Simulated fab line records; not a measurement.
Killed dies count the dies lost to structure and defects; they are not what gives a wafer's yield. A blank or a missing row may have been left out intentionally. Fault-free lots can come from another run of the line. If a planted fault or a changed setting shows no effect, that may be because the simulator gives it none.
Split-lot trial    flow sfqLine    route with 325 steps; 5 lots, 23 wafers read

## SPLIT DETAILS
At SFQ_TRILAYER_M8_DEP_EVAP_197 (material Ti, target thk 20 nm, time 100 s), the setting timeS was moved away from the recipe's 100 s on 10 of the 23 wafers read, by -12.4% to +12.0%. This setting was run at the recipe's value on the other wafers.

The reading comes from the split's own step.

## THE READING
Ti_of_TRILAYER_M8_DEP_EVAP_197.thkNm (the simulator's own value, which no gauge read), in nm, at SFQ_TRILAYER_M8_DEP_EVAP_197 (material Ti, target thk 20 nm, time 100 s). The file gives no usual value for it. The 13 wafers here that ran the recipe average 19.85 nm, standard deviation 0.24 nm.

wafer   tool, chamber at the split  timeS as run, s  against the recipe  Ti_of_TRILAYER_M8_DEP_EVAP_197.thkNm, nm  against lot-mates on the recipe
L074.2  pvdSputter-01, -            100              recipe              19.74                                     -
L074.3  pvdSputter-01, -            100              recipe              19.73                                     -
L074.5  pvdSputter-01, -            100              recipe              19.87                                     -
L076.1  pvdSputter-01, -            100              recipe              19.47                                     -
L076.2  pvdSputter-01, -            91.33            -8.7%               18.05                                     -1.61
L076.3  pvdSputter-01, -            91.33            -8.7%               18.21                                     -1.45
L076.4  pvdSputter-01, -            100              recipe              19.78                                     -
L076.6  pvdSputter-01, -            100              recipe              19.72                                     -
L080.1  pvdSputter-01, -            106              +6.0%               21.19                                     +1.35
L080.2  pvdSputter-01, -            106              +6.0%               20.94                                     +1.10
L080.3  pvdSputter-01, -            100              recipe              19.85                                     -
L080.4  pvdSputter-01, -            100              recipe              19.84                                     -
L080.5  pvdSputter-01, -            106              +6.0%               21.14                                     +1.30
L083.1  pvdSputter-02, -            100              recipe              20.45                                     -
L083.2  pvdSputter-02, -            87.58            -12.4%              17.43                                     -2.80
L083.3  pvdSputter-02, -            87.58            -12.4%              17.77                                     -2.46
L083.5  pvdSputter-02, -            100              recipe              20.18                                     -
L083.6  pvdSputter-02, -            100              recipe              20.07                                     -
L084.2  pvdSputter-01, -            100              recipe              19.74                                     -
L084.3  pvdSputter-01, -            112              +12.0%              22.09                                     +2.41
L084.4  pvdSputter-01, -            100              recipe              19.62                                     -
L084.5  pvdSputter-01, -            112              +12.0%              22.19                                     +2.51
L084.6  pvdSputter-01, -            112              +12.0%              22.22                                     +2.54

THE FIT
A straight line over all 23 wafers: Ti_of_TRILAYER_M8_DEP_EVAP_197.thkNm changes by +0.191 nm for each +1% of timeS; r = +0.99; the points scatter about the line by 0.21 nm.
The same after taking each lot's own level away (the mean of its wafers on the recipe; 23 wafers): +0.204 nm for each +1%; r = +1.00; scatter 0.14 nm.
That fit puts the effect of the largest move of timeS on the reading at 2.5 nm.
Across the lots, their own levels run from 19.657 to 20.233 nm, a range of 2.4 times the standard deviation given above.
Hence the lot-to-lot level has little effect on the slope; both slopes agree.
Check: for one of the wafers moved furthest among these (-12.4%), held out of the fit, the line's prediction against its lot-mates is -2.43 nm. It came out at -2.8 nm against them.

## OTHER SPLITS ON THESE WAFERS
Before the reading, these wafers also passed through other splits. Each is held against what the fit with the lots' levels taken away leaves over:
other split on the same wafers                      wafers away from the commonest value  r with Ti_of_TRILAYER_M8_DEP_EVAP_197.thkNm (lot level and that fit taken away)
SFQ_TRILAYER_M7_LITHO_PEB_180 pebTimeS              9                                     -0.32
SFQ_TRILAYER_I7_DEP_PECVD_183 timeS                 4                                     +0.32
SFQ_TRILAYER_I7_VIA_BARC_OPEN_VIA_ETCH_260 sourceW  12                                    -0.06

## THE FILE'S OWN FIT
Ti_of_TRILAYER_M8_DEP_EVAP_197.thkNm changes by +0.203 nm for each +1% of timeS, r = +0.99.
